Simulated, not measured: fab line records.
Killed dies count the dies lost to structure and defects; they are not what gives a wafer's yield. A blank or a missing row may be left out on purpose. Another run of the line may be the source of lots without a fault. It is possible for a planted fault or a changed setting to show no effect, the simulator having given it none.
The tool behind it: which one? -- flow gf180mcu -- Sampling: 24 lots, 72 wafers, 5 of 602 route steps

WHAT THE GAUGES SHOWED, per wafer
GF_HV_LDD_OVL_MEAS_20.
lot,measured,on,HV_LDD_01_OVL (nm)
L074,day 10 19:19,overlay-01,1.7 2.5 1.5
L075,day 11 00:59,overlay-02,0.1 -1.1 -1.4
L076,day 11 07:33,overlay-01,-1.7 -4.9 -2.6
L077,day 11 21:48,overlay-02,1.2 -0.5 -0.5
L078,day 12 02:54,overlay-02,-0.6 1.8 0.1
L079,day 12 07:56,overlay-02,-1.6 0.5 -0.7
L080,day 12 17:06,overlay-02,-1.1 -0.8 0.1
L081,day 13 00:14,overlay-01,-1.0 -0.4 -1.3
L082,day 13 13:45,overlay-01,1.1 0.8 0.6
L083,day 13 14:03,overlay-02,0.3 -0.6 0.5
L084,day 13 21:47,overlay-01,1.2 0.5 1.8
L085,day 14 07:50,overlay-01,-1.6 0.0 -0.7
L086,day 14 15:09,overlay-01,-1.0 -0.7 -0.8
L087,day 14 23:31,overlay-01,-0.4 -0.4 -0.5
L088,day 15 09:44,overlay-02,-0.8 0.2 -0.1
L089,day 15 19:53,overlay-02,-0.1 0.8 0.8
L090,day 15 20:13,overlay-02,-0.4 0.8 -0.7
L091,day 16 06:35,overlay-02,-2.9 -1.3 -1.6
L092,day 16 14:12,overlay-01,-1.0 -0.3 -1.0
L093,day 16 18:29,overlay-01,-2.4 -1.3 -2.1
L094,day 17 01:51,overlay-02,-2.5 -2.0 -1.3
L095,day 17 11:14,overlay-02,-2.2 -0.8 0.3
L096,day 17 20:37,overlay-02,-0.4 -1.6 -1.8
L097,day 18 02:20,overlay-01,-1.9 -1.5 -2.3

GF_M3_THK_MEAS_06: measures by xrf.
lot,measured,on,M3_ALCU_THK (nm)
L074,day 20 06:30,filmMetro-01,454 454 460
L075,day 20 16:44,filmMetro-02,456 461 454
L076,day 20 23:32,filmMetro-01,450 454 453
L077,day 21 16:23,filmMetro-02,466 461 463
L078,day 22 00:04,filmMetro-01,443 450 450
L079,day 22 05:27,filmMetro-03,450 450 448
L080,day 22 16:07,filmMetro-02,452 454 453
L081,day 22 23:49,filmMetro-03,451 453 452
L082,day 23 13:56,filmMetro-01,451 452 451
L083,day 23 15:39,filmMetro-03,454 456 457
L084,day 24 02:38,filmMetro-01,451 452 450
L085,day 24 11:35,filmMetro-02,455 461 451
L086,day 24 19:48,filmMetro-03,461 455 455
L087,day 25 04:06,filmMetro-01,448 454 450
L088,day 25 13:41,filmMetro-02,457 452 452
L089,day 26 00:49,filmMetro-02,456 454 451
L090,day 26 01:35,filmMetro-02,460 464 462
L091,day 26 10:04,filmMetro-03,456 456 455
L092,day 26 18:46,filmMetro-01,453 457 459
L093,day 26 20:45,filmMetro-02,456 458 457
L094,day 27 04:30,filmMetro-03,445 448 449
L095,day 27 13:25,filmMetro-02,466 466 464
L096,day 27 19:40,filmMetro-03,446 449 448
L097,day 28 00:18,filmMetro-03,463 459 460

GF_M3_CD_MEAS_14 targets a cd of 280 nm.
lot,measured,on,cdNm (nm)
L074,day 21 06:17,cdSem-02,276.7 277.0 276.3
L075,day 21 16:30,cdSem-01,281.2 280.9 280.7
L076,day 21 22:55,cdSem-01,279.4 279.5 279.1
L077,day 22 15:50,cdSem-01,281.1 280.4 281.4
L078,day 22 22:39,cdSem-02,281.4 280.7 281.8
L079,day 23 04:57,cdSem-02,280.3 279.3 280.0
L080,day 23 14:55,cdSem-01,279.3 279.6 279.7
L081,day 23 22:30,cdSem-01,281.7 281.1 281.6
L082,day 24 12:01,cdSem-01,280.9 280.7 281.6
L083,day 24 13:19,cdSem-02,278.8 279.6 280.4
L084,day 25 00:16,cdSem-01,280.4 280.1 278.6
L085,day 25 08:50,cdSem-02,277.1 278.4 278.9
L086,day 25 16:37,cdSem-02,280.8 280.2 280.6
L087,day 26 01:03,cdSem-01,280.2 280.5 280.1
L088,day 26 10:31,cdSem-02,281.0 280.2 281.6
L089,day 26 21:09,cdSem-01,280.0 279.1 279.3
L090,day 26 22:08,cdSem-01,281.0 280.6 280.4
L091,day 27 05:37,cdSem-02,281.6 281.3 281.3
L092,day 27 14:40,cdSem-02,281.8 280.8 280.9
L093,day 27 16:58,cdSem-02,277.5 277.7 277.5
L094,day 28 00:43,cdSem-02,279.1 279.0 279.6
L095,day 28 09:25,cdSem-02,278.4 280.1 277.6
L096,day 28 15:20,cdSem-02,282.1 282.4 283.7
L097,day 28 19:51,cdSem-02,281.4 281.9 281.2

GF_M4_CD_MEAS_14 targets a cd of 280 nm.
lot,measured,on,cdNm (nm)
L074,day 23 08:02,cdSem-01,281.4 279.9 280.4
L075,day 23 18:19,cdSem-01,280.8 280.4 280.9
L076,day 24 00:31,cdSem-01,282.1 281.6 282.6
L077,day 24 15:47,cdSem-01,281.1 281.2 280.0
L078,day 24 22:55,cdSem-01,279.8 280.2 279.8
L079,day 25 05:10,cdSem-02,280.7 280.2 279.5
L080,day 25 13:33,cdSem-01,282.9 282.3 283.4
L081,day 25 19:55,cdSem-01,279.2 277.9 277.5
L082,day 26 09:35,cdSem-02,280.0 278.6 279.8
L083,day 26 11:20,cdSem-02,279.9 280.1 279.8
L084,day 26 22:04,cdSem-02,279.0 280.5 280.1
L085,day 27 05:16,cdSem-02,279.3 281.2 279.7
L086,day 27 12:27,cdSem-02,279.4 279.1 279.5
L087,day 27 20:50,cdSem-02,280.1 280.6 281.0
L088,day 28 05:04,cdSem-01,281.1 280.0 278.9
L089,day 28 15:36,cdSem-01,279.5 279.9 280.2
L090,day 28 17:01,cdSem-02,279.6 280.5 279.7
L091,day 28 23:39,cdSem-02,278.3 277.4 278.6
L092,day 29 08:52,cdSem-02,280.9 281.8 281.4
L093,day 29 11:49,cdSem-01,280.7 280.0 280.2
L094,day 29 17:58,cdSem-01,279.7 279.7 278.7
L095,day 30 02:46,cdSem-02,281.8 281.7 281.2
L096,day 30 08:58,cdSem-02,282.2 281.8 282.2
L097,day 30 12:45,cdSem-02,279.7 278.8 279.7

WHICH TOOL RAN EACH LOT (tool, then ch and the chambers of the sampled wafers, then the start)
lot,GF_V2_CVD_23
L074,"cvdW-02 ch 0,1, day 20 05:34"
L075,"cvdW-02 ch 1, day 20 15:48"
L076,"cvdW-01 ch 0,1, day 20 22:37"
L077,"cvdW-02 ch 0,1, day 21 15:26"
L078,"cvdW-02 ch 0,1, day 21 23:08"
L079,"cvdW-01 ch 0,1, day 22 04:31"
L080,"cvdW-02 ch 0,1, day 22 15:11"
L081,"cvdW-02 ch 0, day 22 22:52"
L082,"cvdW-02 ch 0,1, day 23 12:59"
L083,"cvdW-02 ch 0,1, day 23 14:43"
L084,"cvdW-01 ch 0,1, day 24 01:42"
L085,"cvdW-02 ch 0,1, day 24 10:27"
L086,"cvdW-01 ch 0,1, day 24 18:52"
L087,"cvdW-01 ch 0,1, day 25 03:11"
L088,"cvdW-01 ch 0,1, day 25 12:46"
L089,"cvdW-01 ch 0,1, day 25 23:52"
L090,"cvdW-01 ch 0,1, day 26 00:39"
L091,"cvdW-01 ch 0,1, day 26 09:08"
L092,"cvdW-02 ch 0,1, day 26 17:49"
L093,"cvdW-01 ch 0,1, day 26 19:47"
L094,"cvdW-02 ch 0,1, day 27 03:35"
L095,"cvdW-02 ch 0,1, day 27 12:28"
L096,"cvdW-02 ch 0,1, day 27 18:45"
L097,"cvdW-02 ch 0,1, day 27 23:22"
- GF_V2_CVD_23: deposits W, target thk 350 nm, time 104.94 s.

AS READ BY THE TOOLS THEMSELVES (means over the sampled wafers that have a number; for cases with no such wafer, the mark the record gives instead)
GF_V2_CVD_23.
lot,tool,heaterPowerW (W)
L074,cvdW-02,783
L075,cvdW-02,796
L076,cvdW-01,874
L077,cvdW-02,772
L078,cvdW-02,794
L079,cvdW-01,856
L080,cvdW-02,773
L081,cvdW-02,751
L082,cvdW-02,765
L083,cvdW-02,770
L084,cvdW-01,865
L085,cvdW-02,787
L086,cvdW-01,880
L087,cvdW-01,848
L088,cvdW-01,879
L089,cvdW-01,875
L090,cvdW-01,872
L091,cvdW-01,863
L092,cvdW-02,781
L093,cvdW-01,855
L094,cvdW-02,792
L095,cvdW-02,784
L096,cvdW-02,787
L097,cvdW-02,805

THE ANSWER, worked out from the rows above alone
Rule: what is usual is taken from the lots themselves. The widest of any qualifying gaps counts: lots, ordered by their means at a reading, are off when they make up no more than a third of the lots, leave a main group of 4 or more, and stand apart from it by 3 or more times the standard deviation of that group's means. Not used: any main group whose means are identical at the precision the tables above print for the reading. A lot without any number at a reading at which 4 lots or more have one is off too. Where the step has rows for the other lots, those lots are counted as sound. First the gauges in route order, then the tools' own readings, where a lot's mean is used as printed above. The first step at which some lot is off is used, and at that step the reading that is off furthest; a lot without a number counts as furthest.
None of the lots is off at any reading shown; this tells nothing.

WHAT THE SIMULATOR HAD INSERTED
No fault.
